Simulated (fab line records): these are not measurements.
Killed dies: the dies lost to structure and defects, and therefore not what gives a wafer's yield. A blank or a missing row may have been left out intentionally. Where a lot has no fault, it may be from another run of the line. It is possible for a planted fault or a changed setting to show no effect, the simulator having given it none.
One fault through the eyes of 2 desks | flow gf180mcu | only its own numbers are on each desk; what lay behind them is given at the end

FOR THE TOOL OWNER'S DESK: pvd_sputter-01
The tool's own readings at GF_M2_SPUTTER_00 (material Ti, target thk 37.5 nm, time 150 s): means of the sampled wafers that have a number, for each lot that ran on this tool. Any lot whose mean is over 4 standard deviations away from the usual mean is out of limits and marked OUT; that distance is given in the brackets.
Columns: A = chamber_pressure_pa at GF_M2_SPUTTER_00, usual 1.999 Pa; B = throttle_valve_pct at GF_M2_SPUTTER_00, usual 30.3 %
lot  | first seen here | A                | B
L528 | day 18 05:57    | 1.998            | 30.4
L533 | day 20 06:47    | 1.998            | 30.2
L534 | day 20 17:19    | 1.999            | 30.2
L540 | day 22 21:20    | 1.970 (-7.6) OUT | 31.1
L551 | day 26 05:34    | 1.998            | 30.1
This desk's finding: out of limits on L540; first on L540, day 22 21:20 (chamber_pressure_pa at GF_M2_SPUTTER_00). Within limits: L528, L533, L534, L551.

FROM THE METROLOGY DESK
What the gauges read for every lot (on any tool): the sampled wafers with a number, averaged. Any lot whose mean is over 4 standard deviations away from the usual mean is out of limits and marked OUT; that distance is given in the brackets.
Columns: A = V1_CVD_00_THK at GF_V1_THK_MEAS_01, usual 602 nm; B = cd_nm at GF_V1_CD_MEAS_14, usual 259.9 nm; C = M2_ALCU_THK at GF_M2_THK_MEAS_06, usual 450 nm
lot  | first seen here | A   | B     | C
L528 | day 17 04:36    | 599 | 260.7 | 446
L530 | day 17 21:58    | 611 | 258.3 | 455
L531 | day 18 11:10    | 606 | 259.3 | 460
L532 | day 18 18:01    | 603 | 261.1 | 455
L533 | day 19 04:00    | 600 | 259.3 | 451
L534 | day 19 15:08    | 607 | 260.4 | 459
L535 | day 20 01:48    | 598 | 259.0 | 440
L539 | day 21 09:55    | 599 | 259.7 | 456
L540 | day 21 19:44    | 609 | 260.7 | 450
L547 | day 24 02:22    | 610 | 260.6 | 457
L549 | day 24 16:10    | 596 | 260.4 | 452
L550 | day 24 20:53    | 588 | 259.3 | 452
L551 | day 25 06:25    | 600 | 259.7 | 447
This desk's finding: nothing out of limits on any of the 13 lots.

BROUGHT TOGETHER
On L540, at day 22 21:20, an alarm was possible from the tool owner's desk.
Nothing out of limits was seen by the metrology desk.
The metrology desk holds a record of L540, inside its limits.
Of the lots named, all ran GF_M2_SPUTTER_00 on pvd_sputter-01.

WHAT THE SIMULATOR HAD PUT IN
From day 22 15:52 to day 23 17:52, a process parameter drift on pvd_sputter-01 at GF_M2_SPUTTER_00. Setting chamber_pressure_pa, moved by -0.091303, from 2. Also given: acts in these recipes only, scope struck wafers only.
Lots struck among those shown: L540.
Hours from the fault's start to each desk's first reading out of limits: the tool owner's desk, 5.
